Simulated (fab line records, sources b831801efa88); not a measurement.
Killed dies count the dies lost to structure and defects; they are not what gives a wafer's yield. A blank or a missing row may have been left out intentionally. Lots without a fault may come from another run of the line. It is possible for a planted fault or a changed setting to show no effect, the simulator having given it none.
2 desks, one fault ; flow gf180mcu ; only its own numbers are on each desk; what lay behind them is given at the end

## AT THE METROLOGY DESK
Lot by lot, what the gauges showed, no matter which tool ran the lot: averages of those sampled wafers that carry a number. Marked OUT: a lot whose mean sits more than 4 standard deviations from the usual mean, which makes it out of limits; the brackets give that distance.
Columns: A = V4_CVD_02_THK at GF_V4_THK_MEAS_03, usual 851 nm; B = MIM_CVD_05_THK at GF_MIM_THK_MEAS_06, usual 42.2 nm
lot;first seen here;A;B
L693;day 23 01:56;868;42.3
L694;day 24 09:01;841;41.7
L695;day 24 16:01;832;41.7
L699;day 25 14:48;852;41.7
L702;day 26 18:41;849;42.2
L706;day 27 23:54;846;43.5
L707;day 28 05:38;853;41.9
L708;day 28 13:40;847;41.8
L709;day 28 14:16;851;42.2
L710;day 29 03:19;866;42.5
L711;day 29 16:29;855;41.9
L712;day 29 20:07;859;42.5
L715;day 30 08:04;862;42.2
Result from this desk: across the 13 lots, nothing is out of limits.

## THE TOOL OWNER'S DESK: pvdSputter-02
The tool's own readings at GF_V4_SPUTTER_22 (material TiN, target thk 10 nm, time 40 s): means of the sampled wafers that have a number, for each lot that ran on this tool. Marked OUT: a lot whose mean sits more than 4 standard deviations from the usual mean, which makes it out of limits; the brackets give that distance.
Columns: A = chamberPressurePa at GF_V4_SPUTTER_22, usual 4.999 Pa; B = throttleValvePct at GF_V4_SPUTTER_22, usual 30.2 %
lot;first seen here;A;B
L695;day 25 15:31;5.008;30.1
L699;day 26 12:26;5.002;30.8
L702;day 27 16:03;4.843 (-16) OUT;30.3
L711;day 30 12:41;5.001;30.4
L712;day 30 16:09;5.001;31.1
L715;day 31 03:20;4.996;31.3
This desk finds L702 out of limits, L702 being first, at day 27 16:03 (chamberPressurePa at GF_V4_SPUTTER_22). L695, L699, L711, L712, L715 stayed within limits.

## ALL TOGETHER
The tool owner's desk could have raised an alarm at day 27 16:03, on L702.
From the metrology desk's view, nothing was out of limits.
The metrology desk has L702 on record, within its limits.
Every lot named ran GF_V4_SPUTTER_22 on pvdSputter-02.

## WHAT THE SIMULATOR PUT IN
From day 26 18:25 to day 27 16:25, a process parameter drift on pvdSputter-02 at GF_V4_SPUTTER_22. Setting chamberPressurePa, moved by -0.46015, from 5. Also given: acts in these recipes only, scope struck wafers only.
Struck lots among those shown: L702.
Each desk's first reading out of limits, in hours after the fault started: the tool owner's desk, 22.
